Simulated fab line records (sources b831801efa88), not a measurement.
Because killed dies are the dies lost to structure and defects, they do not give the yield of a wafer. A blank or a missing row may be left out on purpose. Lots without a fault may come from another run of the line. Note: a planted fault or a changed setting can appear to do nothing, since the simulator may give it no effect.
fab line records    flow sky130    part 1 of 2: steps 1 to 27 of 40
[record] lots = 5  wafers = 15  last-day = 49
route steps=708 shown VIA3@589 METAL4@598 CAP2M@603
lots that met no fault: from a run of the same line without faults
start-h: hours from the record's opening day to when the first of the lot's shown wafers began    wait-h: hours since the lot's step before    " as in the row above    L1.1+2: one row covering several wafers at once    - no value, or no start was given    * or withheld: withheld    < > ~ a bound
route shown NAME@n: a module of which the file shows steps, and the number in the route of the first    usual: average and standard deviation across the fault-free wafers    same: alike in all rows    chamber/n: place in a boat    sites: the reading at each site    _std_site: the standard deviation of these    _edge_site: outer sites' mean less inner sites'    radius-mm: for every site, how far away it sits from the centre of the wafer    mask NAME#n: copy n    behind: the most recent tool/chamber to have shaped the wafer    hold: the reason the lot was held/the length of the hold in hours/how it ended    device: transistor that didn't switch, given as n, p or np    end of line: the tests these same wafers got at the end of their route    a step given without rows: its recipe and nothing more    killed: dies that structure and defects cost at the first sort, which is not the same as the wafer's yield    map: a wafer's dies, marking killed ones x, the rest . and places with no die _
set.NAME: the setting as run; set.NAME@STEP: as run at that earlier step    model.NAME: the simulator's own value behind a step, which no gauge read
lots seen at some steps along the route; tables by step, rows by wafer
services: a tool's chamber out of use, with start hour (start-h, from the record's first day; less than 0 if before it), hours out, and reason
[[steps]]
[step SKY_VIA3_STRIP_16]
[recipe] chemistry = O2/N2  power-w = 1400  pressure-mtorr = 1500  platen-temp-c = withheld  o2-flow-sccm = 3000  n2-flow-sccm = 300  overash-fraction = 0.5
[usual] drypump-motor-current-A = 5.77/0.19  oes-product-au = 0.402/0.0049  strip-time-to-endpoint-s = 4.136/0.022
lot.wafer  tool             chamber  start-h  wait-h  drypump-motor-current-A  oes-product-au  rf-hours-counter-h  strip-time-to-endpoint-s
L077.2     plasma-asher-02  1        969.80   0.0     5.92                     0.397           118                 4.148
L077.4     "                1        "        "       5.90                     0.403           -                   4.136
L077.5     "                0        "        "       5.55                     0.404           -                   4.133
L082.1     plasma-asher-04  1        1006.61  0.0     5.79                     0.400           57                  4.154
L082.2     "                0        "        "       5.67                     0.411           57                  4.162
L082.3     "                1        "        "       5.81                     0.405           -                   4.123
L087.1     plasma-asher-03  0        1037.10  0.0     6.05                     0.406           88                  4.152
L087.4     "                0        "        "       6.04                     0.404           -                   4.139
L087.5     "                1        "        "       5.57                     0.404           -                   4.175
L088.3     plasma-asher-03  0        1039.73  0.1     6.07                     0.412           -                   4.157
L088.5     "                1        "        "       5.59                     0.406           -                   4.176
L088.6     "                0        "        "       6.06                     0.404           -                   4.170
L093.3     plasma-asher-04  0        1060.88  0.1     5.67                     0.398           -                   4.152
L093.4     "                1        "        "       5.81                     0.401           -                   4.126
L093.5     "                0        "        "       5.65                     0.413           -                   4.153
[step SKY_VIA3_STRIP_17]
[recipe] chemistry = post-etch-residue-remover  time-s = 1200  temp-c = 72.5
lot.wafer   tool          chamber  start-h  wait-h
L077.2+4+5  wet-bench-02  1        969.90   0.1
L082.1+2+3  wet-bench-02  2        1006.71  0.1
L087.1+4+5  wet-bench-02  1        1037.20  0.1
L088.3+5+6  wet-bench-01  0        1039.79  0.0
L093.3+4+5  wet-bench-02  0        1060.95  0.0
[step SKY_VIA3_CLEAN_18]
[recipe] chemistry = IPA  time-s = 180  temp-c = 25
lot.wafer   tool          chamber  start-h  wait-h
L077.2+4+5  wet-bench-01  2        970.24   0.0
L082.1+2+3  wet-bench-04  1        1007.39  0.0
L087.1+4+5  wet-bench-01  3        1037.54  0.0
L088.3+5+6  wet-bench-01  2        1040.17  0.0
L093.3+4+5  wet-bench-04  1        1061.29  0.0
[step SKY_VIA3_CLEAN_19]
[recipe] chemistry = O3/DIW  dry = n2-spin
lot.wafer   tool          chamber  start-h  wait-h
L077.2+4+5  wet-bench-02  1        970.35   0.0
L082.1+2+3  wet-bench-02  1        1007.46  0.0
L087.1+4+5  wet-bench-02  1        1037.60  0.0
L088.3+5+6  wet-bench-01  2        1040.23  0.0
L093.3+4+5  wet-bench-02  1        1061.35  0.0
[step SKY_VIA3_SPUTTER_20]
[recipe] material = TiN  target-thk-nm = 20  chamber-pressure-pa = 5  power-w = 4000  time-s = 80
[usual] chamber-pressure-pa = 5.001/0.0092  throttle-valve-pct = 30.6/0.63
lot.wafer  tool            chamber  start-h  wait-h  chamber-pressure-pa  throttle-valve-pct
L077.2     pvd-sputter-03  -        970.45   0.0     5.003                31.3
L077.4     "               -        "        "       5.011                31.0
L077.5     "               -        "        "       5.007                31.3
L082.1     pvd-sputter-03  -        1007.64  0.0     5.008                31.4
L082.2     "               -        "        "       4.997                30.7
L082.3     "               -        "        "       5.001                30.0
L087.1     pvd-sputter-03  -        1037.69  0.0     4.999                30.5
L087.4     "               -        "        "       5.005                31.4
L087.5     "               -        "        "       5.001                31.4
L088.3     pvd-sputter-01  -        1040.33  0.0     5.000                29.8
L088.5     "               -        "        "       5.001                29.9
L088.6     "               -        "        "       5.003                30.1
L093.3     pvd-sputter-01  -        1061.44  0.0     5.004                30.1
L093.4     "               -        "        "       4.993                29.8
L093.5     "               -        "        "       5.011                30.5
[step SKY_VIA3_CVD_21]
[recipe] material = W  target-thk-nm = 390  time-s = 117.31  temp-c = 400  pressure-torr = 40
[usual] heater-power-w = 900/20
lot.wafer  tool      chamber  start-h  wait-h  heater-power-w
L077.2     cvd-w-02  1        970.51   0.0     910
L077.4     "         0        "        "       865
L077.5     "         0        "        "       858
L082.1     cvd-w-02  0        1007.70  0.0     894
L082.2     "         1        "        "       940
L082.3     "         1        "        "       943
L087.1     cvd-w-02  1        1037.75  0.0     930
L087.4     "         1        "        "       917
L087.5     "         1        "        "       909
L088.3     cvd-w-02  1        1040.43  0.1     897
L088.5     "         0        "        "       885
L088.6     "         1        "        "       917
L093.3     cvd-w-02  0        1061.54  0.1     885
L093.4     "         1        "        "       928
L093.5     "         1        "        "       916
[step SKY_VIA3_RS_MEAS_22]
[recipe] thk-meas-gauge = four-point-probe  reads = W_of_VIA3_CVD_21+TiN_of_VIA3_SPUTTER_20
[usual] VIA3_W_RS = 0.294/0.0035
lot.wafer  tool           chamber  start-h  wait-h  VIA3_W_RS[ohm/sq]
L077.2     film-metro-02  -        970.65   0.1     0.300
L077.4     "              -        "        "       0.292
L077.5     "              -        "        "       0.294
L082.1     film-metro-04  -        1007.83  0.1     0.292
L082.2     "              -        "        "       0.296
L082.3     "              -        "        "       0.297
L087.1     film-metro-04  -        1037.88  0.1     0.297
L087.4     "              -        "        "       0.301
L087.5     "              -        "        "       0.296
L088.3     film-metro-02  -        1040.55  0.1     0.291
L088.5     "              -        "        "       0.289
L088.6     "              -        "        "       0.292
L093.3     film-metro-03  -        1061.66  0.1     0.291
L093.4     "              -        "        "       0.298
L093.5     "              -        "        "       0.299
[step SKY_VIA3_THK_MEAS_23]
[recipe] thk-meas-gauge = xrf  reads = W_of_VIA3_CVD_21
[usual] VIA3_W_THK = 388/5.9
lot.wafer  tool           chamber  start-h  wait-h  VIA3_W_THK[nm]
L077.2     film-metro-02  -        970.76   0.1     383
L077.4     "              -        "        "       396
L077.5     "              -        "        "       390
L082.1     film-metro-04  -        1007.95  0.1     391
L082.2     "              -        "        "       386
L082.3     "              -        "        "       383
L087.1     film-metro-04  -        1038.00  0.1     387
L087.4     "              -        "        "       384
L087.5     "              -        "        "       387
L088.3     film-metro-02  -        1040.65  0.1     389
L088.5     "              -        "        "       390
L088.6     "              -        "        "       391
L093.3     film-metro-03  -        1061.76  0.1     390
L093.4     "              -        "        "       382
L093.5     "              -        "        "       382
[step SKY_VIA3_CMP_24]
[recipe] stop-on = SiO2  t-overpolish-s = 20  down-force-psi = 3.5  platen-rpm = 60  target-thk-nm = 0  pad-velocity-m-s = 0.94248
[usual] edge-zone-pressure-frac = 1.000/0.0049  motor-current-A = 10.6/0.7  overpolish-run-s = 19.998/0.009  time-to-endpoint-s = 93/3.5
lot.wafer  tool    chamber  start-h  wait-h  edge-zone-pressure-frac  motor-current-A  overpolish-run-s  time-to-endpoint-s
L077.2     cmp-02  0        970.81   0.0     0.993                    11.9             19.998            87
L077.4     "       3        "        "       0.999                    10.7             19.992            92
L077.5     "       0        "        "       0.998                    10.9             19.991            92
L082.2     cmp-02  3        1008.01  0.0     0.999                    9.7              20.006            96
L082.3     "       0        "        "       1.010                    10.9             19.999            93
L082.1     "       1        "        "       0.997                    10.8             19.999            98
L087.4     cmp-02  1        1038.11  0.1     1.009                    10.3             20.002            86
L087.1     "       3        "        "       0.998                    10.7             20.001            86
L087.5     "       1        "        "       1.008                    11.3             20.010            89
L088.3     cmp-02  2        1040.84  0.2     1.003                    11.4             19.994            93
L088.6     "       3        "        "       1.003                    10.5             20.004            93
L088.5     "       0        "        "       0.995                    9.9              19.991            88
L093.4     cmp-01  3        1061.90  0.1     1.008                    9.1              20.005            93
L093.3     "       0        "        "       1.001                    11.5             20.002            93
L093.5     "       2        "        "       1.009                    10.5             19.984            92
[step SKY_METAL4_SPUTTER_00]
[recipe] material = Ti  target-thk-nm = 15  power-w = 3000  time-s = 10  chamber-pressure-pa = 0.4
[usual] chamber-pressure-pa = 0.4001/0.00075  throttle-valve-pct = 30.3/0.89
lot.wafer  tool            chamber  start-h  wait-h  chamber-pressure-pa  throttle-valve-pct
L077.2     pvd-sputter-04  -        971.11   0.2     0.4001               30.0
L077.4     "               -        "        "       0.3993               30.0
L077.5     "               -        "        "       0.4012               31.3
L082.1     pvd-sputter-02  -        1008.31  0.1     0.3997               28.6
L082.2     "               -        "        "       0.3993               30.1
L082.3     "               -        "        "       0.4004               31.1
L087.1     pvd-sputter-02  -        1038.36  0.1     0.4000               28.4
L087.4     "               -        "        "       0.4000               30.0
L087.5     "               -        "        "       0.4000               30.5
L088.3     pvd-sputter-02  -        1040.99  0.1     0.4000               31.3
L088.5     "               -        "        "       0.3996               31.1
L088.6     "               -        "        "       0.3997               28.6
L093.3     pvd-sputter-03  -        1062.10  0.1     0.4000               31.3
L093.4     "               -        "        "       0.4011               31.4
L093.5     "               -        "        "       0.4006               30.7
[step SKY_METAL4_SPUTTER_01]
[recipe] material = TiN  target-thk-nm = 20  power-w = 6500  time-s = 15.92  chamber-pressure-pa = 0.4
[usual] chamber-pressure-pa = 0.4001/0.00097  throttle-valve-pct = 30.3/0.87
lot.wafer  tool            chamber  start-h  wait-h  chamber-pressure-pa  throttle-valve-pct
L077.2     pvd-sputter-04  -        971.13   0.0     0.3993               29.9
L077.4     "               -        "        "       0.4004               29.6
L077.5     "               -        "        "       0.3995               31.1
L082.1     pvd-sputter-02  -        1008.33  0.0     0.4004               29.0
L082.2     "               -        "        "       0.3994               30.6
L082.3     "               -        "        "       0.4000               31.2
L087.1     pvd-sputter-02  -        1038.38  0.0     0.4003               28.5
L087.4     "               -        "        "       0.3994               30.0
L087.5     "               -        "        "       0.4003               30.4
L088.3     pvd-sputter-02  -        1041.02  0.0     0.4011               30.9
L088.5     "               -        "        "       0.3998               30.9
L088.6     "               -        "        "       0.4002               28.5
L093.3     pvd-sputter-03  -        1062.12  0.0     0.3996               31.2
L093.4     "               -        "        "       0.3996               31.3
L093.5     "               -        "        "       0.3991               30.8
[step SKY_METAL4_SPUTTER_02]
[recipe] material = AlCu  target-thk-nm = 735  power-w = 10600  time-s = 39.1  chamber-pressure-pa = 0.4
[usual] chamber-pressure-pa = 0.3999/0.00084  throttle-valve-pct = 30.3/0.87
lot.wafer  tool            chamber  start-h  wait-h  chamber-pressure-pa  throttle-valve-pct
L077.2     pvd-sputter-04  -        971.16   0.0     0.4006               29.9
L077.4     "               -        "        "       0.3987               29.6
L077.5     "               -        "        "       0.3998               31.0
L082.1     pvd-sputter-02  -        1008.35  0.0     0.4004               28.6
L082.2     "               -        "        "       0.4002               30.6
L082.3     "               -        "        "       0.3996               31.0
L087.1     pvd-sputter-02  -        1038.41  0.0     0.3999               28.5
L087.4     "               -        "        "       0.4004               30.1
L087.5     "               -        "        "       0.4008               30.4
L088.3     pvd-sputter-02  -        1041.04  0.0     0.4004               31.0
L088.5     "               -        "        "       0.4011               31.3
L088.6     "               -        "        "       0.4004               28.4
L093.3     pvd-sputter-03  -        1062.15  0.0     0.3985               31.0
L093.4     "               -        "        "       0.3998               31.2
L093.5     "               -        "        "       0.3999               30.8
[step SKY_METAL4_SPUTTER_03]
[recipe] material = Ti  target-thk-nm = 5  power-w = 3000  time-s = 3.3  chamber-pressure-pa = 0.4
[usual] chamber-pressure-pa = 0.3999/0.00084  throttle-valve-pct = 30.3/0.89
lot.wafer  tool            chamber  start-h  wait-h  chamber-pressure-pa  throttle-valve-pct
L077.2     pvd-sputter-04  -        971.20   0.0     0.4000               30.2
L077.4     "               -        "        "       0.4009               29.8
L077.5     "               -        "        "       0.4004               31.3
L082.1     pvd-sputter-02  -        1008.39  0.0     0.4007               28.6
L082.2     "               -        "        "       0.3998               30.5
L082.3     "               -        "        "       0.4005               31.3
L087.1     pvd-sputter-02  -        1038.44  0.0     0.3995               28.6
L087.4     "               -        "        "       0.3995               29.9
L087.5     "               -        "        "       0.3997               30.5
L088.3     pvd-sputter-02  -        1041.08  0.0     0.3997               31.1
L088.5     "               -        "        "       0.3993               31.4
L088.6     "               -        "        "       0.3996               28.4
L093.3     pvd-sputter-03  -        1062.19  0.0     0.3995               31.6
L093.4     "               -        "        "       0.3994               31.4
L093.5     "               -        "        "       0.4001               30.6
[step SKY_METAL4_SPUTTER_04]
[recipe] material = TiN  target-thk-nm = 70  power-w = 6500  time-s = 58.3  chamber-pressure-pa = 0.4
[usual] chamber-pressure-pa = 0.4000/0.00084  throttle-valve-pct = 30.3/0.85
lot.wafer  tool            chamber  start-h  wait-h  chamber-pressure-pa  throttle-valve-pct
L077.2     pvd-sputter-04  -        971.21   0.0     0.3995               30.1
L077.4     "               -        "        "       0.4000               29.6
L077.5     "               -        "        "       0.4001               31.4
L082.1     pvd-sputter-02  -        1008.41  0.0     0.3998               28.6
L082.2     "               -        "        "       0.4010               30.4
L082.3     "               -        "        "       0.3985               31.1
L087.1     pvd-sputter-02  -        1038.46  0.0     0.4013               28.5
L087.4     "               -        "        "       0.4009               30.2
L087.5     "               -        "        "       0.4012               30.6
L088.3     pvd-sputter-02  -        1041.10  0.0     0.4007               31.4
L088.5     "               -        "        "       0.3991               31.3
L088.6     "               -        "        "       0.3987               28.6
L093.3     pvd-sputter-03  -        1062.21  0.0     0.3999               31.4
L093.4     "               -        "        "       0.4006               31.6
L093.5     "               -        "        "       0.3999               30.7
[step SKY_CAP2M_CVD_00]
[recipe] material = SiO2  target-thk-nm = 15.5  temp-c = 400  time-s = withheld  rf-w = 450
[usual] heater-power-w = 755/59  rf-fwd-power-W = 442.4/3
lot.wafer  tool      chamber  start-h  wait-h  heater-power-w  rf-fwd-power-W
L077.2     pecvd-04  2        971.26   0.0     755             445.4
L077.4     "         0        "        "       704             438.4
L077.5     "         1        "        "       827             444.7
L082.1     pecvd-04  1        1008.46  0.0     797             443.8
L082.2     "         2        "        "       685             442.3
L082.3     "         0        "        "       834             439.4
L087.1     pecvd-01  0        1038.51  0.0     767             436.2
L087.4     "         2        "        "       703             442.9
L087.5     "         0        "        "       769             436.4
L088.3     pecvd-04  0        1041.15  0.0     762             435.8
L088.5     "         0        "        "       759             438.2
L088.6     "         2        "        "       761             440.9
L093.3     pecvd-04  0        1062.26  0.0     823             438.7
L093.4     "         2        "        "       728             443.5
L093.5     "         0        "        "       835             436.9
[step SKY_CAP2M_THK_MEAS_01]
[recipe] reads = SiO2_of_CAP2M_CVD_00
[usual] CAP2M_CVD_00_THK = 15.53/0.23
lot.wafer  tool           chamber  start-h  wait-h  CAP2M_CVD_00_THK[nm]
L077.2     film-metro-03  -        971.30   -       15.30
L077.4     "              -        "        "       15.62
L077.5     "              -        "        "       15.63
L082.1     film-metro-04  -        1008.48  -       15.51
L082.2     "              -        "        "       15.47
L082.3     "              -        "        "       15.43
L087.1     film-metro-01  -        1038.53  -       15.54
L087.4     "              -        "        "       15.47
L087.5     "              -        "        "       15.89
L088.3     film-metro-01  -        1041.19  -       15.24
L088.5     "              -        "        "       15.85
L088.6     "              -        "        "       15.37
L093.3     film-metro-03  -        1062.30  -       15.16
L093.4     "              -        "        "       15.42
L093.5     "              -        "        "       15.56
[step SKY_CAP2M_SPUTTER_02]
[recipe] material = TiN  target-thk-nm = 200  temp-c = 300  power-w = 6500  time-s = 166.7  chamber-pressure-pa = 0.4
[usual] chamber-pressure-pa = 0.4000/0.00085  throttle-valve-pct = 30.3/0.59
lot.wafer  tool            chamber  start-h  wait-h  chamber-pressure-pa  throttle-valve-pct
L077.2     pvd-sputter-01  -        971.35   0.0     0.3996               30.3
L077.4     "               -        "        "       0.4003               30.7
L077.5     "               -        "        "       0.4010               30.5
L082.1     pvd-sputter-01  -        1008.54  0.1     0.4003               29.8
L082.2     "               -        "        "       0.3992               30.4
L082.3     "               -        "        "       0.3991               30.0
L087.1     pvd-sputter-03  -        1038.59  0.1     0.4011               30.7
L087.4     "               -        "        "       0.3994               31.4
L087.5     "               -        "        "       0.4017               30.7
L088.3     pvd-sputter-03  -        1041.23  0.0     0.3994               31.5
L088.5     "               -        "        "       0.3990               29.7
L088.6     "               -        "        "       0.3996               31.2
L093.3     pvd-sputter-01  -        1062.34  0.0     0.4004               29.8
L093.4     "               -        "        "       0.3986               29.8
L093.5     "               -        "        "       0.4011               30.6
[step SKY_CAP2M_RS_MEAS_03]
[recipe] thk-meas-gauge = four-point-probe  reads = TiN_of_CAP2M_SPUTTER_02
[usual] CAP2M_TIN_RS = 6.92/0.058
lot.wafer  tool           chamber  start-h  wait-h  CAP2M_TIN_RS[ohm/sq]
L077.2     film-metro-01  -        971.47   0.1     6.89
L077.4     "              -        "        "       6.84
L077.5     "              -        "        "       6.81
L082.1     film-metro-03  -        1008.65  0.1     6.87
L082.2     "              -        "        "       6.83
L082.3     "              -        "        "       6.85
L087.1     film-metro-01  -        1038.70  0.1     6.92
L087.4     "              -        "        "       6.92
L087.5     "              -        "        "       6.89
L088.3     film-metro-01  -        1041.38  0.1     6.97
L088.5     "              -        "        "       6.96
L088.6     "              -        "        "       6.99
L093.3     film-metro-01  -        1062.49  0.1     6.97
L093.4     "              -        "        "       6.97
L093.5     "              -        "        "       6.92
[step SKY_CAP2M_THK_MEAS_04]
[recipe] thk-meas-gauge = xrf  reads = TiN_of_CAP2M_SPUTTER_02
[usual] CAP2M_TIN_THK = 201.3/1.7
lot.wafer  tool           chamber  start-h  wait-h  CAP2M_TIN_THK[nm]
L077.2     film-metro-01  -        971.58   0.1     202.6
L077.4     "              -        "        "       204.8
L077.5     "              -        "        "       205.2
L082.1     film-metro-03  -        1008.77  0.1     202.5
L082.2     "              -        "        "       203.6
L082.3     "              -        "        "       202.6
L087.1     film-metro-01  -        1038.82  0.1     201.5
L087.4     "              -        "        "       201.4
L087.5     "              -        "        "       202.7
L088.3     film-metro-01  -        1041.48  0.1     199.5
L088.5     "              -        "        "       199.1
L088.6     "              -        "        "       199.1
L093.3     film-metro-01  -        1062.59  0.1     200.6
L093.4     "              -        "        "       200.1
L093.5     "              -        "        "       201.3
[step SKY_CAP2M_DEHYDRATE_05]
[recipe] temp-c = 200  time-s = 60
lot.wafer   tool            chamber  start-h  wait-h
L077.2+4+5  litho-track-01  0        982.08   10.5
L082.1+2+3  litho-track-01  0        1019.91  11.1
L087.1+4+5  litho-track-04  0        1048.74  9.9
L088.3+5+6  litho-track-04  0        1051.59  10.1
L093.3+4+5  litho-track-01  0        1072.21  9.6
[step SKY_CAP2M_HMDS_06]
[recipe] prime-time-s = 60  prime-temp-c = 120
[usual] prime-temp-c = 120.03/0.13
lot.wafer  tool            chamber  start-h  wait-h  prime-temp-c
L077.2     litho-track-01  0        982.23   0.1     120.10
L077.4     "               0        "        "       120.10
L077.5     "               0        "        "       119.87
L082.1     litho-track-01  0        1020.06  0.1     120.15
L082.2     "               0        "        "       120.40
L082.3     "               0        "        "       120.15
L087.1     litho-track-04  0        1048.89  0.1     120.15
L087.4     "               0        "        "       120.18
L087.5     "               0        "        "       119.86
L088.3     litho-track-04  0        1051.74  0.1     119.99
L088.5     "               0        "        "       119.86
L088.6     "               0        "        "       120.13
L093.3     litho-track-01  0        1072.36  0.1     119.80
L093.4     "               0        "        "       119.94
L093.5     "               0        "        "       120.11
[step SKY_CAP2M_COAT_07]
[recipe] resist = NOVOLAK  spin-rpm = 3000  resist-thk-nm = 1140
lot.wafer   tool            chamber  start-h  wait-h
L077.2+4+5  litho-track-01  0        982.38   0.1
L082.1+2+3  litho-track-01  0        1020.21  0.1
L087.1+4+5  litho-track-04  0        1049.04  0.1
L088.3+5+6  litho-track-04  0        1051.89  0.1
L093.3+4+5  litho-track-01  0        1072.51  0.1
[step SKY_CAP2M_SOFTBAKE_08]
[recipe] temp-c = 90  time-s = 60  resist = NOVOLAK
lot.wafer   tool            chamber  start-h  wait-h
L077.2+4+5  litho-track-01  0        982.53   0.1
L082.1+2+3  litho-track-01  0        1020.36  0.1
L087.1+4+5  litho-track-04  0        1049.19  0.1
L088.3+5+6  litho-track-04  0        1052.04  0.1
L093.3+4+5  litho-track-01  0        1072.66  0.1
[step SKY_CAP2M_EXPOSE_09]
[recipe] mask-id = CAP2M  na = 0.6  source-shape = conventional  sigma-outer = 0.6  polarization = unpolarized  target-cd-nm = 1000  dose-mj = 159
lot.wafer   tool              chamber  start-h  wait-h  mask
L077.2+4+5  iline-stepper-01  0        -        -       CAP2M#0
L082.1+2+3  iline-stepper-01  0        -        -       CAP2M#0
L087.1+4+5  iline-stepper-02  0        -        -       CAP2M#0
L088.3+5+6  iline-stepper-02  0        -        -       CAP2M#0
L093.3+4+5  iline-stepper-01  0        -        -       CAP2M#0
[step SKY_CAP2M_PEB_10]
[recipe] temp-c = withheld  time-s = *  resist = NOVOLAK
lot.wafer   tool            chamber  start-h  wait-h
L077.2+4+5  litho-track-01  0        -        -
L082.1+2+3  litho-track-01  0        -        -
L087.1+4+5  litho-track-03  0        -        -
L088.3+5+6  litho-track-04  0        -        -
L093.3+4+5  litho-track-01  0        -        -
[step SKY_CAP2M_DEVELOP_11]
[recipe] resist = NOVOLAK  developer = TMAH  develop-time-s = 60  dev-temp-c = 23
lot.wafer   tool            chamber  start-h  wait-h
L077.2+4+5  litho-track-01  0        994.73   0.1
L082.1+2+3  litho-track-01  0        1030.81  0.1
L087.1+4+5  litho-track-03  0        1059.28  0.1
L088.3+5+6  litho-track-04  0        1062.39  0.1
L093.3+4+5  litho-track-01  0        1083.11  0.1
[step SKY_CAP2M_OVL_MEAS_12]
[usual] CAP2M_OVL = -0.8/1.7
lot.wafer  tool        chamber  start-h  wait-h  CAP2M_OVL[nm]
L077.2     overlay-01  -        994.87   0.1     -1.0
L077.4     "           -        "        "       0.1
L077.5     "           -        "        "       1.5
L082.1     overlay-02  -        1030.96  0.1     0.4
L082.2     "           -        "        "       4.6
L082.3     "           -        "        "       1.9
L087.1     overlay-01  -        1059.43  0.1     -1.3
L087.4     "           -        "        "       -2.2
L087.5     "           -        "        "       -1.0
L088.3     overlay-01  -        1062.50  0.1     -4.7
L088.5     "           -        "        "       -4.2
L088.6     "           -        "        "       -2.1
L093.3     overlay-02  -        1083.22  0.1     2.7
L093.4     "           -        "        "       1.2
L093.5     "           -        "        "       -0.1
